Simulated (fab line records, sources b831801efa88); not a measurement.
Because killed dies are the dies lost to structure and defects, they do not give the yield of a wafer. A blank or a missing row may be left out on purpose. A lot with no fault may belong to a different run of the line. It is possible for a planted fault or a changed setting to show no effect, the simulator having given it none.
fab line records	flow gf180mcu
[record] lots = 12	wafers = 36	last_day = 32
route steps=602 shown HV_LDD@222 NSD@246 PSD@257 SAB@264
lots that met no fault: from a run of the same line without faults
start_h: start of the lot's first displayed wafer, in hours after the record's first day	wait_h: hours elapsed since this lot's preceding step	" repeats the value in the row above	L1.1+2: a row that stands for several wafers	- no value, or no start given	* or withheld: withheld	< > ~ a bound
route shown NAME@n: names a module that has steps shown in the file, with the first one's number in the route	usual: mean/standard deviation of fault-free wafers	same: alike in all rows	chamber/n: place in a boat	sites: the reading at each site	_std_site: their standard deviation	_edge_site: the outer-site mean with the inner-site mean subtracted	radius_mm: for every site, how far away it sits from the centre of the wafer	mask NAME#n: copy n	behind: the last tool/chamber to shape the wafer	hold: why the lot was held/for how many hours/how that ended	device: which transistor (n, p or np) failed to switch	end of line: the tests these same wafers got at the end of their route	a step without rows: its recipe alone	killed: not the wafer's yield, but the dies lost to structure and defects at the first sort	map: shows each die of a wafer: x if killed, . if not, _ if none is there
set.NAME: setting as actually run; set.NAME@STEP: the setting as run at that earlier step	model.NAME: the simulator's own value behind a step, which no gauge read
a sample of lots followed through the steps of the route, with each step as a table and each wafer as a row
services: a tool's chamber out of use, with start hour (start_h, from the record's first day; less than 0 if before it), hours out, and reason
[[steps]]
[step GF_HV_LDD_CD_MEAS_46]
[recipe] target_cd_nm = 400
[usual] cd_nm = 400.6/1.8
lot.wafer	tool	chamber	start_h	wait_h	cd_nm
L469.2	cd_sem-02	-	282.90	0.1	397.8
L469.3	"	-	"	"	398.3
L469.6	"	-	"	"	399.4
L470.1	cd_sem-01	-	287.94	0.1	398.8
L470.2	"	-	"	"	400.8
L470.3	"	-	"	"	400.6
L472.2	cd_sem-02	-	310.21	0.1	402.3
L472.4	"	-	"	"	402.6
L472.5	"	-	"	"	401.0
L473.4	cd_sem-01	-	322.80	0.1	402.5
L473.5	"	-	"	"	404.0
L473.6	"	-	"	"	404.4
L475.4	cd_sem-01	-	327.55	0.1	401.1
L475.5	"	-	"	"	401.3
L475.6	"	-	"	"	400.9
L476.2	cd_sem-01	-	338.86	0.1	398.9
L476.3	"	-	"	"	400.0
L476.4	"	-	"	"	399.5
L477.2	cd_sem-01	-	347.76	0.1	398.2
L477.3	"	-	"	"	399.2
L477.5	"	-	"	"	402.2
L478.1	cd_sem-02	-	355.64	0.1	399.1
L478.4	"	-	"	"	400.1
L478.5	"	-	"	"	401.7
L479.1	cd_sem-02	-	367.23	0.1	401.0
L479.2	"	-	"	"	400.2
L479.6	"	-	"	"	402.0
L480.4	cd_sem-01	-	373.20	0.1	401.8
L480.5	"	-	"	"	399.6
L480.6	"	-	"	"	398.3
L490.3	cd_sem-01	-	454.68	0.1	400.2
L490.5	"	-	"	"	401.8
L490.6	"	-	"	"	402.0
L491.1	cd_sem-01	-	460.49	0.1	402.1
L491.5	"	-	"	"	399.4
L491.6	"	-	"	"	401.4
[step GF_NSD_STRIP_11]
[recipe] chemistry = O2/N2	power_w = 1400	pressure_mtorr = 1500	platen_temp_c = 250	o2_flow_sccm = 3000	n2_flow_sccm = 300	overash_fraction = 0.5
[usual] drypump_motor_current_A = 5.9/0.33	heater_power_w = 326/41	oes_product_au = 0.487/0.005	strip_time_to_endpoint_s = 22.95/0.045
lot.wafer	tool	chamber	start_h	wait_h	drypump_motor_current_A	heater_power_w	oes_product_au	rf_hours_counter_h	strip_time_to_endpoint_s
L469.2	plasma_asher-02	0	307.04	0.1	6.0	349	0.482	70	22.93
L469.3	"	1	"	"	6.6	394	0.475	-	22.93
L469.6	"	1	"	"	6.6	386	0.478	-	22.93
L470.1	plasma_asher-03	1	312.20	0.1	5.9	292	0.486	59	22.96
L470.2	"	0	"	"	5.7	346	0.490	59	22.95
L470.3	"	1	"	"	6.0	290	0.486	-	22.96
L472.2	plasma_asher-04	1	335.00	0.1	6.1	273	0.481	56	22.90
L472.4	"	1	"	"	6.1	269	0.483	-	22.91
L472.5	"	1	"	"	6.1	273	0.490	-	22.87
L473.4	plasma_asher-04	1	349.22	0.1	6.1	272	0.493	-	22.95
L473.5	"	1	"	"	6.1	274	0.486	-	23.00
L473.6	"	0	"	"	5.5	343	0.496	-	22.94
L475.4	plasma_asher-03	1	354.17	0.1	6.0	289	0.487	-	22.96
L475.5	"	0	"	"	5.7	351	0.486	-	22.92
L475.6	"	1	"	"	6.0	291	0.481	-	22.94
L476.2	plasma_asher-02	1	365.84	0.1	6.6	396	0.489	77	22.91
L476.3	"	0	"	"	6.0	348	0.480	-	22.88
L476.4	"	1	"	"	6.6	385	0.486	-	22.92
L477.2	plasma_asher-04	1	374.42	0.1	6.1	267	0.488	60	22.95
L477.3	"	0	"	"	5.5	341	0.490	-	22.91
L477.5	"	1	"	"	6.1	278	0.494	-	22.94
L478.1	plasma_asher-02	1	382.44	0.1	6.6	387	0.493	79	22.97
L478.4	"	0	"	"	6.0	348	0.490	-	22.92
L478.5	"	1	"	"	6.6	392	0.487	-	22.94
L479.1	plasma_asher-04	1	393.89	0.1	6.0	273	0.478	62	22.87
L479.2	"	0	"	"	5.6	342	0.490	62	22.92
L479.6	"	0	"	"	5.6	338	0.482	-	22.84
L480.4	plasma_asher-03	1	399.73	0.1	5.9	298	0.488	-	22.94
L480.5	"	1	"	"	5.9	295	0.486	-	22.90
L480.6	"	0	"	"	5.7	357	0.486	-	22.92
L490.3	plasma_asher-02	0	482.67	0.1	6.0	356	0.487	-	22.98
L490.5	"	1	"	"	6.6	392	0.479	-	22.98
L490.6	"	0	"	"	6.0	353	0.483	-	22.99
L491.1	plasma_asher-04	1	488.73	0.1	6.1	267	0.489	74	22.98
L491.5	"	1	"	"	6.1	270	0.482	-	22.99
L491.6	"	0	"	"	5.6	345	0.489	-	22.95
[step GF_PSD_IMPLANT_09]
[recipe] species = BF2	energy_kev = 40	dose_cm2 = 1.5e+15	tilt_deg = 7
[usual] implant_ion_amu = 49/0
lot.wafer	tool	chamber	start_h	wait_h	implant_ion_amu
L469.2	implanter-02	0	328.57	0.0	49
L469.3	"	0	"	"	49
L469.6	"	0	"	"	49
L470.1	implanter-04	0	333.79	0.0	49
L470.2	"	0	"	"	49
L470.3	"	0	"	"	49
L472.2	implanter-02	0	357.67	0.0	49
L472.4	"	0	"	"	49
L472.5	"	0	"	"	49
L473.4	implanter-02	0	375.21	2.9	49
L473.5	"	0	"	"	49
L473.6	"	0	"	"	49
L475.4	implanter-02	0	377.92	0.1	49
L475.5	"	0	"	"	49
L475.6	"	0	"	"	49
L476.2	implanter-04	0	388.62	0.0	49
L476.3	"	0	"	"	49
L476.4	"	0	"	"	49
L477.2	implanter-04	0	397.57	0.0	49
L477.3	"	0	"	"	49
L477.5	"	0	"	"	49
L478.1	implanter-04	0	405.37	0.0	49
L478.4	"	0	"	"	49
L478.5	"	0	"	"	49
L479.1	implanter-03	0	417.75	0.0	49
L479.2	"	0	"	"	49
L479.6	"	0	"	"	49
L480.4	implanter-02	0	423.27	0.1	49
L480.5	"	0	"	"	49
L480.6	"	0	"	"	49
L490.3	implanter-02	0	506.89	0.1	75
L490.5	"	0	"	"	75
L490.6	"	0	"	"	75
L491.1	implanter-04	0	512.39	0.0	75
L491.5	"	0	"	"	75
L491.6	"	0	"	"	75
[step GF_PSD_TW_MEAS_11]
[usual] PSD_TW = 3210/26
lot.wafer	tool	chamber	start_h	wait_h	hold	PSD_TW
L469.2	film_metro-04	-	328.81	0.1	-	3189
L469.3	"	-	"	"	-	3177
L469.6	"	-	"	"	-	3179
L470.1	film_metro-03	-	334.04	0.1	-	3238
L470.2	"	-	"	"	-	3214
L470.3	"	-	"	"	-	3225
L472.2	film_metro-04	-	357.90	0.1	-	3175
L472.4	"	-	"	"	-	3174
L472.5	"	-	"	"	-	3170
L473.4	film_metro-03	-	375.41	0.1	-	3228
L473.5	"	-	"	"	-	3215
L473.6	"	-	"	"	-	3242
L475.4	film_metro-02	-	378.12	0.1	-	3237
L475.5	"	-	"	"	-	3243
L475.6	"	-	"	"	-	3234
L476.2	film_metro-03	-	388.86	0.1	-	3248
L476.3	"	-	"	"	-	3229
L476.4	"	-	"	"	-	3223
L477.2	film_metro-03	-	397.81	0.1	-	3231
L477.3	"	-	"	"	-	3239
L477.5	"	-	"	"	-	3221
L478.1	film_metro-02	-	405.62	0.1	-	3239
L478.4	"	-	"	"	-	3227
L478.5	"	-	"	"	-	3240
L479.1	film_metro-04	-	418.00	0.1	-	3162
L479.2	"	-	"	"	-	3190
L479.6	"	-	"	"	-	3182
L480.4	film_metro-04	-	423.48	0.1	-	3170
L480.5	"	-	"	"	-	3166
L480.6	"	-	"	"	-	3160
L490.3	film_metro-04	-	507.11	0.1	await_dispo/0.2h/release	3676
L490.5	"	-	"	"	await_dispo/0.2h/release	3688
L490.6	"	-	"	"	await_dispo/0.2h/release	3690
L490.3	film_metro-04	-	507.41	0.3	-	3686
L490.5	"	-	"	"	-	3695
L490.6	"	-	"	"	-	3671
L491.1	film_metro-04	-	512.64	0.1	await_dispo/0.2h/release	3677
L491.5	"	-	"	"	await_dispo/0.2h/release	3665
L491.6	"	-	"	"	await_dispo/0.2h/release	3692
L491.1	film_metro-04	-	512.96	0.3	-	3672
L491.5	"	-	"	"	-	3669
L491.6	"	-	"	"	-	3702
[step GF_PSD_RS_MEAS_15]
[recipe] thk_meas_gauge = four-point-probe
[usual] PSD_RS = 108.4/0.36
lot.wafer	tool	chamber	start_h	wait_h	hold	PSD_RS[ohm/sq]
L469.2	film_metro-02	-	329.14	0.1	-	109.1
L469.3	"	-	"	"	-	108.9
L469.6	"	-	"	"	-	109.2
L470.1	film_metro-04	-	334.36	0.1	-	108.9
L470.2	"	-	"	"	-	108.9
L470.3	"	-	"	"	-	109.0
L472.2	film_metro-02	-	358.23	0.1	-	109.0
L472.4	"	-	"	"	-	108.8
L472.5	"	-	"	"	-	108.8
L473.4	film_metro-02	-	375.76	0.1	-	108.2
L473.5	"	-	"	"	-	108.3
L473.6	"	-	"	"	-	108.2
L475.4	film_metro-04	-	378.47	0.1	-	108.6
L475.5	"	-	"	"	-	108.7
L475.6	"	-	"	"	-	108.8
L476.2	film_metro-04	-	389.19	0.1	-	108.8
L476.3	"	-	"	"	-	108.7
L476.4	"	-	"	"	-	108.8
L477.2	film_metro-02	-	398.14	0.1	-	108.9
L477.3	"	-	"	"	-	108.6
L477.5	"	-	"	"	-	108.7
L478.1	film_metro-04	-	405.93	0.1	-	109.1
L478.4	"	-	"	"	-	108.6
L478.5	"	-	"	"	-	108.8
L479.1	film_metro-02	-	418.31	0.1	-	108.8
L479.2	"	-	"	"	-	108.4
L479.6	"	-	"	"	-	108.3
L480.4	film_metro-03	-	423.82	0.1	-	108.2
L480.5	"	-	"	"	-	108.5
L480.6	"	-	"	"	-	108.5
L490.3	film_metro-03	-	512.16	0.1	await_dispo/0.2h/release	52.0
L490.5	"	-	"	"	await_dispo/0.2h/release	52.0
L490.6	"	-	"	"	await_dispo/0.2h/release	51.9
L490.3	film_metro-03	-	512.45	0.3	-	52.0
L490.5	"	-	"	"	-	52.0
L490.6	"	-	"	"	-	52.0
L491.1	film_metro-04	-	515.75	0.1	await_dispo/0.2h/release	52.1
L491.5	"	-	"	"	await_dispo/0.2h/release	52.1
L491.6	"	-	"	"	await_dispo/0.2h/release	52.1
L491.1	film_metro-04	-	516.04	0.3	-	52.1
L491.5	"	-	"	"	-	52.1
L491.6	"	-	"	"	-	52.1
[step GF_SAB_CVD_00]
[recipe] material = SiO2	target_thk_nm = 50	precursor = TEOS	temp_c = 400	time_s = 4.9302	rf_w = 600
[usual] heater_power_w = 698/58
lot.wafer	tool	chamber	start_h	wait_h	heater_power_w
L469.2	pecvd-03	2	329.24	0.1	633
L469.3	"	1	"	"	714
L469.6	"	2	"	"	645
L470.1	pecvd-02	1	334.48	0.1	720
L470.2	"	2	"	"	784
L470.3	"	0	"	"	773
L472.2	pecvd-02	2	358.33	0.1	799
L472.4	"	0	"	"	713
L472.5	"	1	"	"	773
L473.4	pecvd-04	2	375.83	0.0	712
L473.5	"	0	"	"	609
L473.6	"	1	"	"	660
L475.4	pecvd-03	1	378.54	0.0	757
L475.5	"	0	"	"	742
L475.6	"	2	"	"	675
L476.2	pecvd-04	0	389.29	0.1	702
L476.3	"	2	"	"	657
L476.4	"	1	"	"	656
L477.2	pecvd-04	1	398.24	0.1	543
L477.3	"	2	"	"	634
L477.5	"	0	"	"	662
L478.1	pecvd-02	2	406.05	0.1	692
L478.4	"	0	"	"	731
L478.5	"	1	"	"	731
L479.1	pecvd-03	2	418.43	0.1	725
L479.2	"	0	"	"	756
L479.6	"	1	"	"	676
L480.4	pecvd-02	0	423.89	0.0	710
L480.5	"	2	"	"	744
L480.6	"	1	"	"	715
[[services]]
tool	chamber	start_h	hours	kind
implanter-04	-	285.65	6.9	repair
implanter-02	-	291.30	8.2	repair
implanter-04	-	315.36	4.9	repair
pecvd-04	2	330.82	8.6	repair
implanter-02	-	347.00	2.2	repair
plasma_asher-03	-	354.69	1.9	repair
pecvd-04	-	356.07	6.0	pm
implanter-04	-	364.08	18.7	repair
pecvd-02	-	368.88	14.0	pm
implanter-02	-	371.98	3.0	repair
implanter-03	-	379.98	28.0	pm
implanter-03	-	398.13	5.9	repair
implanter-02	-	404.02	2.6	repair
implanter-03	-	408.68	0.7	repair
plasma_asher-04	-	411.49	2.0	repair
plasma_asher-02	-	419.24	14.8	repair
plasma_asher-03	-	421.25	9.0	pm
implanter-03	-	422.32	2.7	pm
pecvd-04	-	422.48	1.2	repair
implanter-04	-	427.39	1.7	repair
implanter-04	-	447.67	1.0	repair
plasma_asher-03	-	483.96	2.0	repair
plasma_asher-03	-	487.15	1.6	repair
plasma_asher-03	-	500.74	4.9	repair
[[key]]
[first_sign] step = GF_PSD_IMPLANT_09	reading = implant_ion_amu	direction = up	sigmas = 99+	usual = 49	struck = 75
[effect] step = GF_PSD_TW_MEAS_11	reading = visit	direction = added
[effect] step = GF_PSD_TW_MEAS_11	reading = PSD_TW	direction = up	sigmas = 18	usual = 3210	struck = 3681
[effect] step = GF_PSD_RS_MEAS_15	reading = visit	direction = added
[effect] step = GF_PSD_RS_MEAS_15	reading = PSD_RS	direction = down	sigmas = 99+	usual = 108.4	struck = 52.1
met_at GF_PSD_IMPLANT_09
struck_lots L490,L491
scrapped_behind GF_PSD_RS_MEAS_15 L490.3,L490.5,L490.6,L491.1,L491.5,L491.6
not_acting_at GF_HV_LDD_CD_MEAS_46,GF_NSD_STRIP_11,GF_SAB_CVD_00
onset_between 423.27 506.89
[fault] kind = wrong_recipe_download	tool = implanter-02,implanter-03,implanter-04	chamber = -	onset_h = 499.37	steps = GF_PSD_IMPLANT_09	wrong_recipe.not_listed = 1
